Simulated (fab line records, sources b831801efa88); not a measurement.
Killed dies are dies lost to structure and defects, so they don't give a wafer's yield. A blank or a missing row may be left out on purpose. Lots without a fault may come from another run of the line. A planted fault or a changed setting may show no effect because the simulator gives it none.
fab line records | flow sky130
record lots=13 wafers=39 last_day=50
route steps=708 shown LDD_LDN@301 RES_XHIGH@340 SD_N@353 LI_CONTACT@365
lots that met no fault: from a run of the same line without faults
start_h: hours from the record's first day to the start of the lot's first wafer shown | wait_h: hours since the lot's step before | " the same as in the row above | L1.1+2: a row that stands for several wafers | - no value, or no start given | * or withheld: withheld | < > ~ a bound
route shown NAME@n: a module of which the file shows steps, and the number in the route of the first | usual: mean/standard deviation of fault-free wafers | same: alike in all rows | chamber/n: place in a boat | sites: the reading at each site | _std_site: their standard deviation | _edge_site: outer sites' mean less inner sites' | radius_mm: how far each site lies from the wafer's centre | mask NAME#n: copy n | behind: the tool/chamber that last shaped the wafer | hold: why the lot was held/for how many hours/how that ended | device: the transistor (n, p or np) that didn't switch | end of line: the same wafers' tests at the end of the route | a step without rows: its recipe alone | killed: dies lost to structure and defects at the first sort, not the wafer's yield | map: a wafer's dies, x killed, . not, _ none there
set.NAME: the setting as run; set.NAME@STEP: as run at that earlier step | model.NAME: the simulator's own value behind a step, which no gauge read
steps of the route over a sample of lots; a table a step, a row a wafer
services: from which hour (start_h, from the record's first day; less than 0 if before it) a tool's chamber was out of use, for how many hours, and why
## steps
# step SKY_LDD_LDN_STRIP_12
# recipe chemistry=O2/N2 power_w=1400 pressure_mtorr=1500 platen_temp_c=withheld o2_flow_sccm=3000 n2_flow_sccm=300 overash_fraction=0.5
# usual drypump_motor_current_A=5.80/0.24 oes_product_au=0.716/0.0045 strip_time_to_endpoint_s=14.19/0.037
# columns lot.wafer tool chamber start_h wait_h drypump_motor_current_A oes_product_au rf_hours_counter_h strip_time_to_endpoint_s
L490.1 plasma_asher-03 1 519.81 0.1 6.23 0.715 73 14.19
L490.2 " 0 " " 5.59 0.711 73 14.17
L490.6 " 0 " " 5.60 0.716 - 14.16
L489.1 plasma_asher-01 1 521.95 0.1 5.73 0.715 8 14.19
L489.3 " 1 " " 5.72 0.719 - 14.23
L489.5 " 1 " " 5.75 0.716 - 14.20
L492.1 plasma_asher-02 1 547.31 0.1 5.94 0.715 87 14.22
L492.4 " 1 " " 5.90 0.720 - 14.16
L492.5 " 1 " " 5.90 0.712 - 14.18
L499.3 plasma_asher-03 0 610.98 0.1 5.61 0.712 - 14.18
L499.5 " 1 " " 6.23 0.708 - 14.16
L499.6 " 0 " " 5.62 0.717 - 14.20
L503.2 plasma_asher-01 1 646.23 0.1 5.74 0.714 18 14.19
L503.3 " 1 " " 5.74 0.722 - 14.19
L503.6 " 1 " " 5.71 0.710 - 14.22
L505.2 plasma_asher-03 0 654.50 0.1 5.62 0.714 89 14.20
L505.3 " 0 " " 5.63 0.715 - 14.18
L505.5 " 0 " " 5.63 0.720 - 14.21
L506.1 plasma_asher-03 0 666.09 0.1 5.58 0.722 90 14.23
L506.2 " 1 " " 6.27 0.709 90 14.21
L506.4 " 1 " " 6.25 0.716 - 14.20
L507.1 plasma_asher-01 1 669.36 0.1 5.72 0.721 20 14.17
L507.3 " 1 " " 5.70 0.718 - 14.16
L507.5 " 1 " " 5.74 0.711 - 14.20
L508.3 plasma_asher-03 1 675.26 0.1 6.27 0.715 - 14.13
L508.4 " 0 " " 5.63 0.712 - 14.16
L508.5 " 1 " " 6.26 0.726 - 14.18
L509.1 plasma_asher-01 1 695.96 0.1 5.76 0.711 23 14.22
L509.2 " 0 " " 5.61 0.715 23 14.17
L509.5 " 1 " " 5.69 0.713 - 14.18
L510.1 plasma_asher-02 0 709.55 0.1 5.69 0.709 103 14.13
L510.2 " 1 " " 5.84 0.722 103 14.13
L510.3 " 0 " " 5.70 0.713 - 14.12
L512.2 plasma_asher-01 1 719.06 0.1 5.74 0.717 26 14.19
L512.3 " 1 " " 5.73 0.706 - 14.23
L512.6 " 0 " " 5.60 0.712 - 14.21
L511.3 plasma_asher-03 1 726.16 0.1 6.25 0.720 - 14.21
L511.5 " 1 " " 6.27 0.716 - 14.19
L511.6 " 0 " " 5.58 0.715 - 14.15
# step SKY_RES_XHIGH_STRIP_08
# recipe chemistry=O2/N2 power_w=1400 pressure_mtorr=1500 platen_temp_c=withheld o2_flow_sccm=3000 n2_flow_sccm=300 overash_fraction=0.5
# usual drypump_motor_current_A=5.87/0.24 oes_product_au=0.711/0.0043 strip_time_to_endpoint_s=14.26/0.039
# columns lot.wafer tool chamber start_h wait_h drypump_motor_current_A oes_product_au rf_hours_counter_h strip_time_to_endpoint_s
L490.1 plasma_asher-03 1 609.99 0.1 6.26 0.703 83 14.23
L490.2 " 0 " " 5.60 0.713 83 14.21
L490.6 " 1 " " 6.21 0.710 - 14.24
L489.1 plasma_asher-03 0 612.94 0.1 5.60 0.714 83 14.27
L489.3 " 1 " " 6.24 0.716 - 14.27
L489.5 " 0 " " 5.61 0.707 - 14.24
L492.1 plasma_asher-01 1 635.99 0.1 5.73 0.718 17 14.17
L492.4 " 1 " " 5.75 0.716 - 14.16
L492.5 " 0 " " 5.65 0.714 - 14.18
L499.3 plasma_asher-01 0 700.43 0.1 5.62 0.906 - -
L499.5 " 0 " " 5.59 0.909 - -
L499.6 " 1 " " 5.72 0.910 - -
L503.2 plasma_asher-04 0 728.66 0.1 5.93 0.703 60 14.27
L503.3 " 0 " " 5.92 0.704 - 14.30
L503.6 " 0 " " 5.91 0.708 - 14.25
L505.2 plasma_asher-04 0 741.80 0.1 5.89 0.714 62 14.25
L505.3 " 0 " " 5.90 0.707 - 14.29
L505.5 " 0 " " 5.91 0.714 - 14.25
L506.1 plasma_asher-03 1 749.85 0.1 6.26 0.713 97 14.24
L506.2 " 0 " " 5.59 0.713 97 14.28
L506.4 " 1 " " 6.26 0.714 - 14.27
L507.1 plasma_asher-04 0 752.45 0.1 5.92 0.715 63 14.26
L507.3 " 1 " " 5.96 0.714 - 14.26
L507.5 " 0 " " 5.94 0.710 - 14.29
L508.3 plasma_asher-03 1 757.83 0.1 6.27 0.703 - 14.26
L508.4 " 0 " " 5.61 0.707 - 14.23
L508.5 " 0 " " 5.61 0.709 - 14.25
L509.1 plasma_asher-03 1 780.05 0.1 6.23 0.712 100 14.28
L509.2 " 0 " " 5.61 0.714 100 14.31
L509.5 " 0 " " 5.62 0.707 - 14.32
L510.1 plasma_asher-04 1 792.71 0.1 5.94 0.706 66 14.20
L510.2 " 0 " " 5.92 0.720 66 14.18
L510.3 " 0 " " 5.91 0.713 - 14.26
L512.2 plasma_asher-04 0 800.99 0.1 5.92 0.715 67 14.27
L512.3 " 1 " " 5.92 0.715 - 14.30
L512.6 " 1 " " 5.93 0.714 - 14.29
L511.3 plasma_asher-03 0 809.20 0.1 5.60 0.711 - 14.21
L511.5 " 1 " " 6.25 0.712 - 14.21
L511.6 " 0 " " 5.60 0.709 - 14.23
# step SKY_SD_N_STRIP_11
# recipe chemistry=O2/N2 power_w=1400 pressure_mtorr=1500 platen_temp_c=withheld o2_flow_sccm=3000 n2_flow_sccm=300 overash_fraction=0.5
# usual drypump_motor_current_A=5.82/0.23 oes_product_au=0.527/0.004 strip_time_to_endpoint_s=22.56/0.047
# columns lot.wafer tool chamber start_h wait_h drypump_motor_current_A oes_product_au rf_hours_counter_h strip_time_to_endpoint_s
L490.1 plasma_asher-03 0 645.94 0.1 5.62 0.530 87 22.55
L490.2 " 1 " " 6.25 0.534 87 22.52
L490.6 " 0 " " 5.61 0.529 - 22.51
L489.1 plasma_asher-01 0 647.26 0.1 5.61 0.521 18 22.62
L489.3 " 1 " " 5.75 0.528 - 22.61
L489.5 " 1 " " 5.75 0.530 - 22.63
L492.1 plasma_asher-02 0 663.87 0.1 5.69 0.531 98 22.54
L492.4 " 1 " " 5.88 0.523 - 22.57
L492.5 " 1 " " 5.90 0.521 - 22.58
L499.3 plasma_asher-03 1 728.05 0.1 6.25 0.584 - 30.83
L499.5 " 0 " " 5.60 0.578 - 30.84
L499.6 " 1 " " 6.27 0.576 - 30.87
L503.2 plasma_asher-02 0 757.02 0.1 5.68 0.529 1 22.53
L503.3 " 0 " " 5.70 0.526 - 22.56
L503.6 " 0 " " 5.70 0.533 - 22.51
L505.2 plasma_asher-02 1 769.27 0.1 5.89 0.528 3 22.53
L505.3 " 0 " " 5.67 0.529 - 22.48
L505.5 " 1 " " 5.88 0.526 - 22.49
L506.1 plasma_asher-02 0 776.18 0.1 5.69 0.526 3 22.61
L506.2 " 1 " " 5.87 0.533 3 22.62
L506.4 " 0 " " 5.69 0.533 - 22.57
L507.1 plasma_asher-01 0 779.45 0.1 5.66 0.534 32 22.52
L507.3 " 1 " " 5.73 0.529 - 22.58
L507.5 " 0 " " 5.67 0.529 - 22.52
L508.3 plasma_asher-02 1 784.00 0.1 5.88 0.532 - 22.57
L508.4 " 0 " " 5.68 0.527 - 22.55
L508.5 " 0 " " 5.69 0.519 - 22.54
L509.1 plasma_asher-03 0 807.32 0.1 5.62 0.521 103 22.51
L509.2 " 1 " " 6.26 0.529 103 22.55
L509.5 " 1 " " 6.25 0.524 - 22.54
L510.1 plasma_asher-03 1 819.02 0.1 6.25 0.526 104 22.57
L510.2 " 0 " " 5.60 0.532 104 22.60
L510.3 " 1 " " 6.26 0.527 - 22.57
L512.2 plasma_asher-02 1 826.50 0.1 5.92 0.520 8 22.56
L512.3 " 0 " " 5.71 0.526 - 22.56
L512.6 " 1 " " 5.91 0.525 - 22.59
L511.3 plasma_asher-03 1 835.46 0.1 6.28 0.530 - 22.63
L511.5 " 1 " " 6.28 0.524 - 22.66
L511.6 " 0 " " 5.58 0.524 - 22.63
# step SKY_SD_N_TW_MEAS_12
# usual SD_N_TW=4001/25
# columns lot.wafer tool chamber start_h wait_h SD_N_TW
L490.1 film_metro-03 - 646.04 0.1 4015
L490.2 " - " " 4006
L490.6 " - " " 4012
L489.1 film_metro-02 - 647.36 0.1 3960
L489.3 " - " " 3962
L489.5 " - " " 3981
L492.1 film_metro-02 - 663.97 0.1 4002
L492.4 " - " " 4031
L492.5 " - " " 3998
L499.3 film_metro-02 - 728.14 0.1 30
L499.5 " - " " 30
L499.6 " - " " 30
L503.2 film_metro-01 - 757.13 0.1 4012
L503.3 " - " " 4013
L503.6 " - " " 4014
L505.2 film_metro-02 - 769.38 0.1 3985
L505.3 " - " " 3989
L505.5 " - " " 3973
L506.1 film_metro-03 - 776.28 0.1 4056
L506.2 " - " " 4034
L506.4 " - " " 4029
L507.1 film_metro-01 - 779.55 0.1 3981
L507.3 " - " " 3977
L507.5 " - " " 3984
L508.3 film_metro-01 - 784.09 0.1 4006
L508.4 " - " " 3998
L508.5 " - " " 3997
L509.1 film_metro-02 - 807.42 0.1 3989
L509.2 " - " " 3995
L509.5 " - " " 3983
L510.1 film_metro-03 - 819.12 0.1 3996
L510.2 " - " " 4022
L510.3 " - " " 4027
L512.2 film_metro-01 - 826.61 0.1 3996
L512.3 " - " " 3991
L512.6 " - " " 4009
L511.3 film_metro-01 - 835.55 0.1 3980
L511.5 " - " " 3979
L511.6 " - " " 3990
# step SKY_LI_CONTACT_BOW_MEAS_03
# recipe mode=bow
# usual LI_CONTACT_BOW=57/7.2
# columns lot.wafer tool chamber start_h wait_h LI_CONTACT_BOW[um]
L490.1 film_metro-03 - 647.19 0.2 68
L490.2 " - " " 52
L490.6 " - " " 47
L489.1 film_metro-01 - 648.59 0.1 59
L489.3 " - " " 55
L489.5 " - " " 60
L492.1 film_metro-02 - 665.10 0.2 48
L492.4 " - " " 52
L492.5 " - " " 55
L499.3 film_metro-03 - 729.28 0.3 57
L499.5 " - " " 52
L499.6 " - " " 56
L503.2 film_metro-02 - 758.31 0.2 41
L503.3 " - " " 57
L503.6 " - " " 73
L505.2 film_metro-03 - 770.51 0.2 57
L505.3 " - " " 55
L505.5 " - " " 54
L506.1 film_metro-01 - 777.41 0.2 59
L506.2 " - " " 58
L506.4 " - " " 60
L507.1 film_metro-01 - 780.67 0.2 60
L507.3 " - " " 58
L507.5 " - " " 61
L508.3 film_metro-01 - 785.23 0.3 61
L508.4 " - " " 73
L508.5 " - " " 71
L509.1 film_metro-03 - 808.54 0.2 59
L509.2 " - " " 62
L509.5 " - " " 64
L510.1 film_metro-02 - 820.25 0.1 62
L510.2 " - " " 60
L510.3 " - " " 59
L512.2 film_metro-03 - 827.74 0.1 45
L512.3 " - " " 61
L512.6 " - " " 72
L511.3 film_metro-02 - 836.75 0.1 48
L511.5 " - " " 58
L511.6 " - " " 61
# step SKY_LI_CONTACT_ETCH_14
# recipe chemistry=N2/H2 target=BARC ion_energy_ev=200 source_w=500 bias_w=100 pressure_mtorr=30 n2_flow_sccm=100 h2_flow_sccm=200 stop_on=SiO2 time_s=45.9 target_depth_a=600
# usual drypump_motor_current_A=5.6/0.44 oes_product_au=0.854/0.0048 throttle_valve_pct=13.224/0.0097
# columns lot.wafer tool chamber start_h wait_h drypump_motor_current_A oes_product_au rf_hours_counter_h throttle_valve_pct
L490.1 rie_diel-03 0 674.15 0.0 5.4 0.853 14 13.215
L490.2 " 1 " " 6.0 0.848 1 13.235
L490.6 " 3 " " 5.5 0.853 - 13.220
L489.1 rie_diel-03 2 675.45 0.0 5.7 0.858 1 13.219
L489.3 " 1 " " 6.0 0.856 1 13.214
L489.5 " 0 " " 5.4 0.855 - 13.222
L492.1 rie_diel-02 3 692.45 0.0 4.8 0.851 15 13.211
L492.4 " 2 " " 5.9 0.849 13 13.205
L492.5 " 2 " " 5.9 0.851 - 13.226
L499.3 rie_diel-03 2 757.15 0.0 5.7 0.846 3 13.214
L499.5 " 1 " " 6.0 0.852 - 13.219
L499.6 " 2 " " 5.7 0.859 - 13.221
L503.2 rie_diel-03 2 784.80 0.0 5.7 0.850 3 13.230
L503.3 " 1 " " 6.0 0.850 4 13.232
L503.6 " 2 " " 5.7 0.850 - 13.220
L505.2 rie_diel-02 2 797.18 0.0 5.9 0.850 15 13.242
L505.3 " 3 " " 4.8 0.858 17 13.230
L505.5 " 2 " " 5.8 0.853 - 13.224
L506.1 rie_diel-01 3 803.58 0.0 6.3 0.850 19 13.214
L506.2 " 0 " " 5.8 0.847 15 13.226
L506.4 " 3 " " 6.3 0.853 - 13.228
L507.1 rie_diel-01 2 807.30 0.0 5.3 0.855 13 13.243
L507.3 " 0 " " 5.8 0.866 15 13.226
L507.5 " 2 " " 5.3 0.854 - 13.209
L508.3 rie_diel-01 3 811.28 0.0 6.3 0.863 20 13.216
L508.4 " 3 " " 6.3 0.853 - 13.221
L508.5 " 0 " " 5.8 0.853 - 13.243
L509.1 rie_diel-02 2 834.75 0.0 5.8 0.847 16 13.237
L509.2 " 0 " " 4.9 0.862 10 13.216
L509.5 " 0 " " 5.0 0.856 - 13.222
L510.1 rie_diel-02 1 845.91 0.0 6.5 0.857 15 13.225
L510.2 " 2 " " 5.8 0.855 17 13.215
L510.3 " 3 " " 4.9 0.853 19 13.232
L512.2 rie_diel-03 0 853.76 0.0 5.3 0.849 18 13.197
L512.3 " 1 " " 6.0 0.856 6 13.244
L512.6 " 3 " " 5.5 0.860 - 13.232
L511.3 rie_diel-01 3 862.95 0.0 6.3 0.852 21 13.201
L511.5 " 0 " " 5.8 0.854 - 13.231
L511.6 " 3 " " 6.3 0.855 - 13.238
## services
# columns tool chamber start_h hours kind
rie_diel-02 3 496.28 13.3 repair
rie_diel-03 - 507.34 2.8 pm
rie_diel-02 - 521.32 0.4 repair
plasma_asher-04 - 538.11 0.7 repair
plasma_asher-02 - 553.83 4.9 pm
plasma_asher-04 - 567.41 3.6 repair
rie_diel-03 0 578.13 7.9 repair
rie_diel-03 2 583.50 4.7 repair
plasma_asher-02 - 589.34 9.6 repair
plasma_asher-01 - 601.80 28.1 pm
rie_diel-02 2 619.93 5.2 repair
rie_diel-03 - 636.85 4.0 pm
rie_diel-03 3 644.03 9.4 repair
rie_diel-01 1 653.26 4.3 repair
rie_diel-02 0 664.48 3.8 repair
rie_diel-02 1 669.59 4.2 repair
plasma_asher-04 - 673.12 2.3 repair
plasma_asher-03 - 682.43 3.5 repair
rie_diel-02 - 716.69 28.1 pm
plasma_asher-02 - 733.75 9.0 pm
plasma_asher-04 - 771.42 4.5 repair
plasma_asher-01 - 797.23 1.4 repair
rie_diel-03 - 837.37 0.8 repair
rie_diel-03 2 862.82 3.9 repair
## key
first_sign step=SKY_RES_XHIGH_STRIP_08 reading=oes_product_au direction=up sigmas=46 usual=0.711 struck=0.908
effect step=SKY_SD_N_STRIP_11 reading=strip_time_to_endpoint_s direction=up sigmas=99+ usual=* struck=*
effect step=SKY_SD_N_TW_MEAS_12 reading=SD_N_TW direction=down sigmas=99+ usual=4001 struck=30
met_at SKY_RES_XHIGH_STRIP_08
struck_lots L499
sort_left_out L499.3,L499.5,L499.6
tester_left_out L499
not_acting_at SKY_LDD_LDN_STRIP_12,SKY_LI_CONTACT_BOW_MEAS_03,SKY_LI_CONTACT_ETCH_14
onset_between 635.99 700.43
fault kind=strip_aborted tool=plasma_asher-01 chamber=- onset_h=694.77 steps=SKY_RES_XHIGH_STRIP_08 offset=0.73268 end_h=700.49
# tester_left_out: of these lots the tester's yield and bins aren't shown, on N5 and GAA mostly nor the transistor test; their killed dies are dies lost to structure and defects alone, not to doping, threshold or leakage, so they don't give the yield
# sort_left_out: the simulated sort isn't trusted on such a fault, so these wafers' sort isn't shown, and their yield isn't known
